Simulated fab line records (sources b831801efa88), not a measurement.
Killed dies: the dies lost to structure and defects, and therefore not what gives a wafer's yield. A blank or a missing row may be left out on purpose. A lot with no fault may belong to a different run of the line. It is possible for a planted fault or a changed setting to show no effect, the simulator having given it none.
One fault seen from 2 desks ; flow sky130 ; every desk sees just its own numbers, and what lay behind them comes last

## THE METROLOGY DESK
What the gauges read, lot by lot, whatever tool the lot ran on: means of the sampled wafers that have a number. If a lot's mean is further than 4 standard deviations from the usual mean, the lot is out of limits and carries the mark OUT (the distance appears in the brackets).
Columns: A = LDD_N_TW at SKY_LDD_N_TW_MEAS_17, usual 2595; B = LI_CONTACT_OVL at SKY_LI_CONTACT_OVL_MEAS_13, usual -2 nm
lot;first seen here;A;B
L265;day 18 08:31;2591;-9
L267;day 19 01:49;2613;5
L269;day 20 00:18;2584;8
L268;day 20 05:15;2580;-0
L273;day 21 17:01;2599;-2
L276;day 22 15:24;2596;-2
L279;day 23 16:43;2536 (-4.5) OUT;-8
L281;day 24 11:55;2596;-7
L282;day 24 20:06;2559;-8
L285;day 25 16:30;2602;2
L286;day 25 22:48;2607;-5
This desk finds L279 out of limits, with the earliest case on L279 at day 23 16:43 (LDD_N_TW at SKY_LDD_N_TW_MEAS_17). Within limits: L265, L267, L269, L268, L273, L276, L281, L282, L285, L286.

## THE TOOL OWNER'S DESK: implanter-04
The tool's own readings at SKY_LDD_N_IMPLANT_09, given as means over the sampled wafers that have a number, one for each lot that went through this tool. If a lot's mean is further than 4 standard deviations from the usual mean, the lot is out of limits and carries the mark OUT (the distance appears in the brackets).
Columns: A = beam_on_s at SKY_LDD_N_IMPLANT_09, usual 9.99 s; B = dose_ions_cm2 at SKY_LDD_N_IMPLANT_09, usual 7.5e+13; C = faraday_current_uA at SKY_LDD_N_IMPLANT_09, usual 423
lot;first seen here;A;B;C
L269;day 19 23:09;10.02;7.5e+13;422
L268;day 20 04:06;10.15;7.5e+13;418
L279;day 23 15:34;10.09;5.0e+13 (-99 or more) OUT;282 (-17) OUT
L282;day 24 18:58;9.88;5.0e+13 (-99 or more) OUT;287 (-16) OUT
This desk's verdict: out of limits on L279, L282, starting with L279 at day 23 15:34 (dose_ions_cm2 at SKY_LDD_N_IMPLANT_09). Within limits: L269, L268.

## ALL TOGETHER
The tool owner's desk had the chance to raise an alarm at day 23 15:34 on L279, L282.
L279 would have let the metrology desk raise an alarm at day 23 16:43.
The metrology desk holds a record of L282, inside its limits.
All the named lots went through SKY_LDD_N_IMPLANT_09 on implanter-04.

## WHAT THE SIMULATOR HAD INSERTED
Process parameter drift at SKY_LDD_N_IMPLANT_09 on implanter-04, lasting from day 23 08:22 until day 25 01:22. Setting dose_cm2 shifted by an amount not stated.
Lots struck among those shown: L279, L282.
Hours from the fault's start to each desk's first reading out of limits: the tool owner's desk, 7; the metrology desk, 8.
